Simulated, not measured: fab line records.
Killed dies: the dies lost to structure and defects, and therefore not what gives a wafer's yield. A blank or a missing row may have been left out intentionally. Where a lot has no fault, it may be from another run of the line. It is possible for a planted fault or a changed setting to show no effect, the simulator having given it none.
A lot that was struck, set against a sound lot | flow sky130 | 15 steps out of a route of 708
Sound: these wafers, L791.1, L791.3, L791.5. The struck wafers were L801.3, L801.5, L801.6. At the end, the cause is stated.
For every step that has rows: the tool of each side, followed by ch and its chambers, followed by its first start. Under that, the readings that differ: sound wafers | struck wafers | difference of the means | sigmas: that difference in standard deviations of wafers without a fault.
alike: a reading whose means differ by less than 2 such deviations, as well as words and numbers matching on both sides. not compared: withheld readings; readings where some wafer has no value; bounds like >300 that might hide an equal value; numbers whose values overlap and for which the record gives no deviation.
The two part at a step that has a row with sigmas, a row that says differs or no value, or rows on one side only. Numbers that have no deviation but don't overlap get no sigmas and don't part them. A reading missing from all wafers of one side parts the sides only when that side holds two or more wafers.

SKY_VIA2_CMP_02: polishes SiO2.
  sound on cmp-01 ch 0,2,3, day 38 13:43; struck on cmp-02 ch 1,2,3, day 41 05:38
  alike: motor-current-A, platen-rpm
SKY_VIA2_BOW_MEAS_03:
  sound on film-metro-02 at day 38 13:58; struck on film-metro-01 at day 41 05:50
  alike: VIA2_BOW
then, 8 steps without rows for these wafers: SKY_VIA2_DEHYDRATE_04 (time 60 s); SKY_VIA2_HMDS_05 (prime time 60 s); SKY_VIA2_COAT_06 (resist thk 60 nm); SKY_VIA2_COAT_07 (resist thk 450 nm); SKY_VIA2_SOFTBAKE_08 (time 90 s); SKY_VIA2_EXPOSE_09 (exposes mask VIM2, target cd 200 nm); SKY_VIA2_PEB_10; SKY_VIA2_DEVELOP_11 (develop time 60 s).
SKY_VIA2_CD_MEAS_12: target cd 200 nm.
  sound on cd-sem-02 at day 39 14:50; struck on cd-sem-02 at day 42 04:31
  reading    | sound             | struck            | difference | sigmas
  cd-nm (nm) | 198.7 198.1 200.1 | 201.9 203.8 201.1 | +3.3       | +2
SKY_VIA2_OVL_MEAS_13:
  sound on overlay-02 at day 39 14:57; struck on overlay-01 at day 42 04:37
  alike: VIA2_OVL
SKY_VIA2_ETCH_14: etches BARC in N2/H2, stops on SiO2, time 45.9 s, target depth 60 nm.
  sound on rie-diel-01 ch 0,1,2, day 39 14:59; struck on rie-diel-01 ch 0,1,2, day 42 04:38
  reading    | sound              | struck               | difference | sigmas
  bias-w (W) | 99.94 100.10 99.86 | 102.30 102.18 102.43 | +2.34      | +9
  alike: chamber-pressure-mTorr, drypump-motor-current-A, oes-product-au, throttle-valve-pct
  not compared: rf-hours-counter-h
SKY_VIA2_ETCH_15: etches SiO2 in C4F8/O2/Ar, stops on TiN, target depth 546 nm, time 84 s.
  sound on rie-diel-01 ch 0,1,2, day 39 15:02; struck on rie-diel-01 ch 0,1,2, day 42 04:41
  alike: bias-w, chamber-pressure-mTorr, oes-product-au
  not compared: rf-hours-counter-h
following that, these wafers have no rows for 1 step: SKY_PAD_OPEN_PROBE_99.

WHERE THEY PART
Last at SKY_VIA2_ETCH_14 as far as this record goes, first at SKY_VIA2_CD_MEAS_12. Later steps at which nothing parts them and some readings are alike: SKY_VIA2_ETCH_15.

WHY: the cause the simulator had injected
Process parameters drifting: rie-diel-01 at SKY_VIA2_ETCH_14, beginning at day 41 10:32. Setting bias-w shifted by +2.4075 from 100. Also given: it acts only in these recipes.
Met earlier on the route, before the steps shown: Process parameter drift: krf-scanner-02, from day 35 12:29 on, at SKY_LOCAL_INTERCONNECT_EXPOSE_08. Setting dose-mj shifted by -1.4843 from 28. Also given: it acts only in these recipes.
